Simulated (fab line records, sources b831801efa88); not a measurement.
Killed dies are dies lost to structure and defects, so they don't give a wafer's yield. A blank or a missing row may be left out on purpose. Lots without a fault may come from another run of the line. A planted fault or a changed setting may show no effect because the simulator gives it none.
Which tool did it? | flow sky130 | 11 lots, 33 wafers sampled, at 6 steps of a route of 708

WHAT THE GAUGES READ, wafer by wafer
SKY_LDD_P_CD_MEAS_07: target cd 380 nm.
lot  | measured     | on        | cd_nm (nm)
L388 | day 18 20:20 | cd_sem-01 | 381.9 384.0 384.7
L387 | day 18 21:17 | cd_sem-01 | 378.3 379.3 379.1
L389 | day 19 20:40 | cd_sem-02 | 373.3 372.3 374.9
L393 | day 21 05:07 | cd_sem-01 | 381.6 381.4 382.1
L394 | day 21 12:21 | cd_sem-02 | 383.7 381.3 379.1
L395 | day 21 17:47 | cd_sem-02 | 379.7 380.3 382.4
L403 | day 24 16:47 | cd_sem-02 | 382.1 380.4 381.7
L405 | day 25 07:32 | cd_sem-02 | 386.7 380.5 383.0
L406 | day 25 13:59 | cd_sem-01 | 383.8 382.6 381.8
L408 | day 27 01:11 | cd_sem-01 | 379.4 377.5 375.9
L410 | day 27 12:35 | cd_sem-01 | 382.9 380.8 384.2

SKY_LDD_P_OVL_MEAS_08.
lot  | measured     | on         | LDD_P_OVL (nm)
L388 | day 18 20:28 | overlay-02 | -0.6 -0.4 -0.5
L387 | day 18 21:25 | overlay-01 | -0.5 1.1 2.1
L389 | day 19 20:46 | overlay-02 | 0.6 -0.7 -0.1
L393 | day 21 05:13 | overlay-01 | 0.6 -0.4 -1.2
L394 | day 21 12:28 | overlay-01 | -1.0 0.7 -0.7
L395 | day 21 17:54 | overlay-02 | 0.4 1.2 -1.2
L403 | day 24 16:54 | overlay-02 | -1.2 -0.8 -2.3
L405 | day 25 07:40 | overlay-02 | -2.5 -2.7 -0.7
L406 | day 25 14:05 | overlay-02 | -1.1 0.1 0.5
L408 | day 27 01:19 | overlay-02 | -1.3 -2.7 -1.7
L410 | day 27 12:42 | overlay-01 | 0.1 1.2 -0.1

SKY_SD_N_TW_MEAS_12.
lot  | measured     | on            | SD_N_TW
L388 | day 27 22:02 | film_metro-03 | 4015 4006 4012
L387 | day 27 23:22 | film_metro-02 | 3960 3962 3981
L389 | day 28 09:49 | film_metro-01 | 3984 3996 3974
L393 | day 29 19:08 | film_metro-01 | 4003 4021 4026
L394 | day 30 06:38 | film_metro-03 | 4115 4096 4120 4123 4104 4124
L395 | day 30 09:28 | film_metro-02 | 4059 4068 4085
L403 | day 33 01:23 | film_metro-02 | 3985 3989 3973
L405 | day 33 11:52 | film_metro-01 | 4061 4057 4063
L406 | day 33 16:05 | film_metro-01 | 4006 3998 3997
L408 | day 35 03:07 | film_metro-03 | 3996 4022 4027
L410 | day 35 10:37 | film_metro-01 | 3996 3991 4009

SKY_SD_N_RS_MEAS_16: measures by four-point-probe.
lot  | measured     | on            | SD_N_RS (ohm/sq)
L388 | day 27 22:20 | film_metro-01 | 68.53 68.55 68.61
L387 | day 27 23:40 | film_metro-02 | 68.41 68.33 68.42
L389 | day 28 10:06 | film_metro-02 | 68.56 68.39 68.49
L393 | day 29 19:25 | film_metro-02 | 68.38 68.41 68.61
L394 | day 30 08:18 | film_metro-02 | 63.63 63.58 63.58 63.71 63.57 63.49
L395 | day 30 09:46 | film_metro-01 | 63.67 63.79 63.72 63.86 63.48 63.76
L403 | day 33 01:40 | film_metro-03 | 68.45 68.44 68.36
L405 | day 33 12:09 | film_metro-03 | 63.61 63.61 63.67 63.70 63.63 63.78
L406 | day 33 16:23 | film_metro-03 | 68.53 68.59 68.56
L408 | day 35 03:25 | film_metro-02 | 68.39 68.39 68.44
L410 | day 35 10:54 | film_metro-01 | 68.67 68.68 68.72

WHICH TOOL RAN EACH LOT (tool, then ch and the chambers of the sampled wafers, then the start)
lot  | SKY_SD_N_IMPLANT_09             | SKY_SD_N_STRIP_11
L388 | implanter-02 ch 0, day 27 21:38 | plasma_asher-03 ch 0,1, day 27 21:56
L387 | implanter-02 ch 0, day 27 22:58 | plasma_asher-01 ch 0,1, day 27 23:16
L389 | implanter-02 ch 0, day 28 09:25 | plasma_asher-02 ch 0,1, day 28 09:42
L393 | implanter-03 ch 0, day 29 18:44 | plasma_asher-01 ch 0,1, day 29 19:01
L394 | implanter-01 ch 0, day 30 05:56 | plasma_asher-03 ch 0,1, day 30 06:32
L395 | implanter-03 ch 0, day 30 08:46 | plasma_asher-02 ch 0,1, day 30 09:22
L403 | implanter-02 ch 0, day 33 00:59 | plasma_asher-02 ch 0,1, day 33 01:16
L405 | implanter-03 ch 0, day 33 11:09 | plasma_asher-01 ch 0,1, day 33 11:46
L406 | implanter-02 ch 0, day 33 15:43 | plasma_asher-02 ch 0,1, day 33 16:00
L408 | implanter-01 ch 0, day 35 02:43 | plasma_asher-03 ch 0,1, day 35 03:01
L410 | implanter-03 ch 0, day 35 10:13 | plasma_asher-02 ch 0,1, day 35 10:30
- SKY_SD_N_IMPLANT_09
- SKY_SD_N_STRIP_11: strips in O2/N2.

WHAT THE TOOLS THEMSELVES READ (means of the sampled wafers that have a number; where no wafer has one, the mark that the record gives instead)
SKY_SD_N_STRIP_11.
lot  | tool            | drypump_motor_current_A (A) | oes_product_au (a.u.) | strip_time_to_endpoint_s (s)
L388 | plasma_asher-03 | 5.83                        | 0.531                 | 22.53
L387 | plasma_asher-01 | 5.70                        | 0.526                 | 22.62
L389 | plasma_asher-02 | 5.84                        | 0.528                 | 22.49
L393 | plasma_asher-01 | 5.72                        | 0.531                 | 22.51
L394 | plasma_asher-03 | 5.84                        | 0.510                 | 23.81
L395 | plasma_asher-02 | 5.81                        | 0.513                 | 23.83
L403 | plasma_asher-02 | 5.81                        | 0.528                 | 22.50
L405 | plasma_asher-01 | 5.69                        | 0.515                 | 23.78
L406 | plasma_asher-02 | 5.75                        | 0.526                 | 22.55
L408 | plasma_asher-03 | 6.04                        | 0.528                 | 22.58
L410 | plasma_asher-02 | 5.85                        | 0.524                 | 22.57

THE ANSWER, worked out from the rows above alone
Rule: what is usual is taken from the lots themselves. Put in order of their means at a reading, lots are off if they are a third of the lots or fewer, leave a main group of 4 or more, and stand apart from it by a gap of 3 or more times the standard deviation of the main group's means; of several such gaps the widest counts. A main group whose means are all the same, to the digits that the tables above print for the reading, isn't used. A lot without any number at a reading at which 4 lots or more have one is off too. The other lots that the step has rows for count as sound. The gauges are gone through in route order, then the tools' own readings, and for those a lot's mean is taken as printed above. The first step at which some lot is off is used, and at that step the reading that is off furthest; a lot without a number counts as furthest.
Off: L394, L395, L405, at SKY_SD_N_RS_MEAS_16 (SD_N_RS). The main group: mean 68.50 ohm/sq, standard deviation 0.096.
A tool fits if, at a process step before that reading, it ran every lot that is off, and no sound lot after the first of them. The gauges at SKY_SD_N_RS_MEAS_16 aren't tried: what is off there is off at SKY_SD_N_STRIP_11 too, on other tools, and a gauge's error can't cause that. None of those tried fits.

WHAT THE SIMULATOR HAD PUT IN
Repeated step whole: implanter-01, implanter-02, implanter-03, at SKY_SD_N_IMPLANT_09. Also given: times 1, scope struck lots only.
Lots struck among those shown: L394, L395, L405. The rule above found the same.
